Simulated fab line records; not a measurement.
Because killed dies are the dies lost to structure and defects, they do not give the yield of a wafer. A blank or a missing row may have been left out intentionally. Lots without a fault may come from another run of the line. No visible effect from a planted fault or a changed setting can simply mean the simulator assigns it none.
The same fault as seen by 2 desks ; flow gf180mcu ; what lay behind the numbers comes last; until then each desk has only its own

== FROM THE METROLOGY DESK ==
What the gauges read, lot by lot, whatever tool the lot ran on: means of the sampled wafers that have a number. If a lot's mean is further than 4 standard deviations from the usual mean, the lot is out of limits and carries the mark OUT (the distance appears in the brackets).
Columns: A = V4_W_RS at GF_V4_RS_MEAS_24, usual 0.330 ohm/sq; B = V4_W_THK at GF_V4_THK_MEAS_25, usual 351 nm; C = MIM_CVD_05_THK at GF_MIM_THK_MEAS_06, usual 42.1 nm
lot;first seen here;A;B;C
L771;day 25 04:29;0.325;347;42.2
L773;day 26 03:20;0.332;341;42.9
L777;day 27 02:25;0.327;357;41.8
L778;day 27 09:42;0.330;346;42.6
L779;day 27 15:23;0.332;354;42.4
L792;day 31 10:51;0.329;355;42.6
Finding of this desk: none of the 6 lots has anything out of limits.

== TOOL OWNER'S DESK, pvdSputter-02 ==
The tool's own readings at GF_MIM_SPUTTER_07 (material TiN, target thk 60 nm, time 50 s): means of the sampled wafers that have a number, for each lot that ran on this tool. If a lot's mean is further than 4 standard deviations from the usual mean, the lot is out of limits and carries the mark OUT (the distance appears in the brackets).
Columns: A = throttleValvePct at GF_MIM_SPUTTER_07, usual 30.1 %
lot;first seen here;A
L773;day 26 04:08;29.8
L777;day 27 03:12;30.3
L779;day 27 16:11;29.4
Finding of this desk: none of the 3 lots has anything out of limits.

== BROUGHT TOGETHER ==
The metrology desk saw nothing out of limits.
The desk of the tool owner found nothing out of limits.

== WHAT THE SIMULATOR PUT IN ==
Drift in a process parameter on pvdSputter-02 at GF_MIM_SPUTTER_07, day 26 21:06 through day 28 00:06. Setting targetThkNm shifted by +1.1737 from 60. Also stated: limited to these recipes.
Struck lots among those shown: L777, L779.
